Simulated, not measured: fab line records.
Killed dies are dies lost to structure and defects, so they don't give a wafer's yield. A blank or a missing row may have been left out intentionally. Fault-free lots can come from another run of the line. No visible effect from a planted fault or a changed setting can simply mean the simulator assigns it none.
Tool commonality check	flow gf180mcu	Sampled: 13 lots, 42 wafers

== WHY IT WAS OPENED ==
Flagged at GF_PSD_CD_MEAS_07: reading cd nm, on 1 of 13 lots. Wafers without a fault read 399.6 nm, standard deviation 2.3.
Rule: flag the lot when none of its wafers has a number, or when each of its wafers that has one lies beyond 4 standard deviations from that mean. As for the other lots, they are considered sound.

lot	measured	on	cd nm (nm), wafer by wafer	flag
L941	day 14 09:46	cd sem-02	394.3 395.1 395.7	
L942	day 14 18:02	cd sem-02	400.4 401.8 399.4	
L944	day 15 18:28	cd sem-01	399.9 400.0 397.7	
L946	day 16 14:13	cd sem-02	397.9 399.6 399.1	
L947	day 17 02:26	cd sem-02	402.8 405.0 404.1	
L948	day 17 02:37	cd sem-02	317.1 315.7 316.7 316.5 315.9 316.7	FLAGGED
L949	day 17 12:23	cd sem-01	397.2 395.0 396.8	
L957	day 20 00:34	cd sem-01	402.1 402.7 402.1	
L959	day 20 23:14	cd sem-02	402.4 402.0 400.1	
L960	day 21 04:52	cd sem-02	398.8 398.8 400.9	
L961	day 21 12:13	cd sem-02	400.4 398.1 399.4	
L962	day 21 20:46	cd sem-01	396.9 396.7 398.8	
L963	day 22 07:35	cd sem-01	401.5 400.5 401.0	
Average over the flagged lots: 316.4 nm; offset from the usual -83.2 nm, equal to -36 standard deviations.

== WHICH TOOL RAN EACH LOT ==
The record holds 2 process steps before the reading, out of a route of 602 steps. Read each cell as the tool, then ch plus the chambers that the sampled wafers visited, then the start.
lot	flag	GF_HV_LDD_ETCHBACK_58	GF_PSD_EXPOSE_04
L941		rie diel-02 ch 1,3, day 12 17:12	iline stepper-02 ch 0, day 13 23:28
L942		rie diel-04 ch 0,2,3, day 13 01:30	iline stepper-01 ch 0, day 14 07:46
L944		rie diel-01 ch 0,1, day 13 23:17	iline stepper-01 ch 0, day 15 08:10
L946		rie diel-04 ch 1,3, day 14 18:03	iline stepper-02 ch 0, day 16 02:49
L947		rie diel-01 ch 1,2,3, day 15 05:02	iline stepper-01 ch 0, day 16 14:17
L948	FLAGGED	rie diel-02 ch 2,3, day 15 05:23	iline stepper-02 ch 0, day 16 14:58
L949		rie diel-01 ch 0,1,2, day 15 15:12	iline stepper-01 ch 0, day 17 01:47
L957		rie diel-01 ch 0,1,3, day 17 23:50	iline stepper-02 ch 0, day 19 12:28
L959		rie diel-04 ch 0,1,3, day 18 22:27	iline stepper-02 ch 0, day 20 11:17
L960		rie diel-01 ch 1,2, day 19 04:08	iline stepper-01 ch 0, day 20 16:44
L961		rie diel-02 ch 0,2,3, day 19 12:00	iline stepper-02 ch 0, day 21 01:19
L962		rie diel-01 ch 1,3, day 19 20:29	iline stepper-01 ch 0, day 21 09:21
L963		rie diel-01 ch 2,3, day 20 07:15	iline stepper-02 ch 0, day 21 20:07
What these steps do:
- GF_HV_LDD_ETCHBACK_58: etches Si3N4 in CH3F/O2, stops on SiO2, time 100 s, target depth 90 nm.
- GF_PSD_EXPOSE_04: exposes mask Pplus, target cd 400 nm.
- GF_PSD_CD_MEAS_07: target cd 400 nm.

== FLAGGED OVER TOTAL, TOOL BY TOOL (the gauges that took the reading come last) ==
step	tool	lots run	flagged	share of the flagged lots	sound lots run after its first flagged lot
GF_HV_LDD_ETCHBACK_58	rie diel-01	7	0	none	-
GF_HV_LDD_ETCHBACK_58	rie diel-02	3	1	all	1 (L961)
GF_HV_LDD_ETCHBACK_58	rie diel-04	3	0	none	-
GF_PSD_EXPOSE_04	iline stepper-01	6	0	none	-
GF_PSD_EXPOSE_04	iline stepper-02	7	1	all	4 (L957,L959,L961,L963)
GF_PSD_CD_MEAS_07	cd sem-01	5	0	none	-
GF_PSD_CD_MEAS_07	cd sem-02	8	1	all	3 (L959,L960,L961)

== WHAT IS ALLOWED BY THE TABLE ==
Rows of the table that ran every flagged lot, 3 in all: rie diel-02 at GF_HV_LDD_ETCHBACK_58, iline stepper-02 at GF_PSD_EXPOSE_04, cd sem-02 at GF_PSD_CD_MEAS_07.
- rie diel-02 at GF_HV_LDD_ETCHBACK_58: 1 of its 3 lots flagged. After the first flagged lot (L961), sound lots still ran on it; a lasting fault on the whole tool would not permit that.
- iline stepper-02 at GF_PSD_EXPOSE_04: 1 of its 7 lots flagged. After the first flagged lot (L957, L959, L961, L963), sound lots still ran on it; a lasting fault on the whole tool would not permit that.
- cd sem-02 at GF_PSD_CD_MEAS_07: 1 of its 8 lots flagged. After the first flagged lot (L959, L960, L961), sound lots still ran on it; a lasting fault on the whole tool would not permit that.
There is no row in the table that ran each flagged lot and no sound lot after the first.

== WHAT HAD BEEN PUT IN BY THE SIMULATOR ==
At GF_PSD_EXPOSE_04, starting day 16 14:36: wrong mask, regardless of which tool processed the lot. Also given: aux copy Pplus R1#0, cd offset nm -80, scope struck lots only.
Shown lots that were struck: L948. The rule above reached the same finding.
